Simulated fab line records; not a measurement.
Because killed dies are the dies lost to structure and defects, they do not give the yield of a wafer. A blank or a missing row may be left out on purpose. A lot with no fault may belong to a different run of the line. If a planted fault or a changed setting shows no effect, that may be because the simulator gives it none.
A struck lot beside a sound one / flow sky130 / 23 steps out of a route of 708
Sound: wafers L867.1, L867.5, L867.6. Struck: wafer L861.5 (left out: L861.4, L861.6 of the same lot, which were not struck); the cause appears at the end.
At each step with rows: each side's tool, then ch and its chambers, then its first start. Under that, the readings that differ: sound wafers / struck wafers / difference of the means / sigmas: that difference in standard deviations of wafers without a fault.
alike: a reading whose means differ by less than 2 such deviations, as well as words and numbers matching on both sides. not compared: withheld readings; readings where some wafer has no value; bounds like >300 that might hide an equal value; numbers whose values overlap and for which the record gives no deviation.
A row with sigmas, a row that says differs or no value, or rows on one side alone: a step with any of these is where the two part. Numbers that have no deviation but don't overlap get no sigmas and don't part them. A reading that every wafer of one side lacks parts them only if that side has two wafers or more.

first, 8 steps without rows for these wafers: SKY_RES_XHIGH_DEHYDRATE_00 (time 60 s); SKY_RES_XHIGH_HMDS_01 (prime time 60 s); SKY_RES_XHIGH_COAT_02 (resist thk 1140 nm); SKY_RES_XHIGH_SOFTBAKE_03 (time 60 s); SKY_RES_XHIGH_EXPOSE_04 (exposes mask URPM, target cd 1270 nm); SKY_RES_XHIGH_PEB_05; SKY_RES_XHIGH_DEVELOP_06 (develop time 60 s); SKY_RES_XHIGH_IMPLANT_07.
SKY_RES_XHIGH_STRIP_08: strips in O2/N2.
  sound on plasma asher-01 ch 0,1, day 34 01:59; struck on plasma asher-03 ch 0, day 32 16:19
  alike: drypump motor current A, oes product au, strip time to endpoint s
  not compared: rf hours counter h
SKY_RES_XHIGH_TW_MEAS_09:
  sound: film metro-02 at day 34 02:05; struck: film metro-03 at day 32 16:25
reading=RES_XHIGH_TW; sound=1657 1661 1654; struck=1623; difference=-34; sigmas=-2
then, 2 steps without rows for these wafers: SKY_SD_N_DEHYDRATE_00 (time 60 s); SKY_SD_N_HMDS_01 (prime time 60 s).
SKY_SD_N_COAT_02: resist thk 1140 nm.
  sound on litho track-01 ch 0, day 34 14:00; struck on litho track-03 ch 0, day 33 04:35
reading=model.NOVOLAK_of_SD_N_COAT_02.thk nm (nm); sound=1145 1144 1141; struck=791.8; difference=-351.5; sigmas=
  alike: exhaust pa
then, 3 steps without rows for these wafers: SKY_SD_N_SOFTBAKE_03 (time 60 s); SKY_SD_N_EXPOSE_04 (exposes mask NSDM, target cd 380 nm); SKY_SD_N_PEB_05.
SKY_SD_N_DEVELOP_06: develop time 60 s.
  sound on litho track-01 ch 0, day 35 03:42; struck on litho track-03 ch 0, day 33 18:50
reading=model.NOVOLAK_of_SD_N_COAT_02.thk nm (nm); sound=1144 1143 1140; struck=791.4; difference=-350.9; sigmas=
  alike: exhaust pa
SKY_SD_N_CD_MEAS_07 targets a cd of 380 nm.
  sound: cd sem-01 at day 35 03:51; struck: cd sem-02 at day 33 18:58
reading=cd nm (nm); sound=384.5 383.1 384.9; struck=417.6; difference=+33.4; sigmas=+12
SKY_SD_N_OVL_MEAS_08:
  sound: overlay-01 at day 35 03:58; struck: overlay-01 at day 33 19:03
  alike: SD_N_OVL
then, 2 steps without rows for these wafers: SKY_SD_N_IMPLANT_09; SKY_SD_N_IMPLANT_10.
SKY_SD_N_STRIP_11: strips in O2/N2.
  sound on plasma asher-02 ch 0,1, day 35 04:19; struck on plasma asher-01 ch 1, day 33 19:24
reading=oes product au (a.u.); sound=0.537 0.527 0.534; struck=0.483; difference=-0.050; sigmas=-11
reading=strip time to endpoint s (s); sound=22.58 22.57 22.53; struck=18.61; difference=-3.95; sigmas=-99
  alike: drypump motor current A
  not compared: rf hours counter h
SKY_SD_N_TW_MEAS_12:
  sound: film metro-02 at day 35 04:25; struck: film metro-03 at day 33 19:30
  alike: SD_N_TW

== WHERE THEY PART ==
Last at SKY_SD_N_STRIP_11 as far as this record goes, first at SKY_RES_XHIGH_TW_MEAS_09. Later steps at which nothing parts them and some readings are alike: SKY_SD_N_TW_MEAS_12.

WHY: what the simulator had put in
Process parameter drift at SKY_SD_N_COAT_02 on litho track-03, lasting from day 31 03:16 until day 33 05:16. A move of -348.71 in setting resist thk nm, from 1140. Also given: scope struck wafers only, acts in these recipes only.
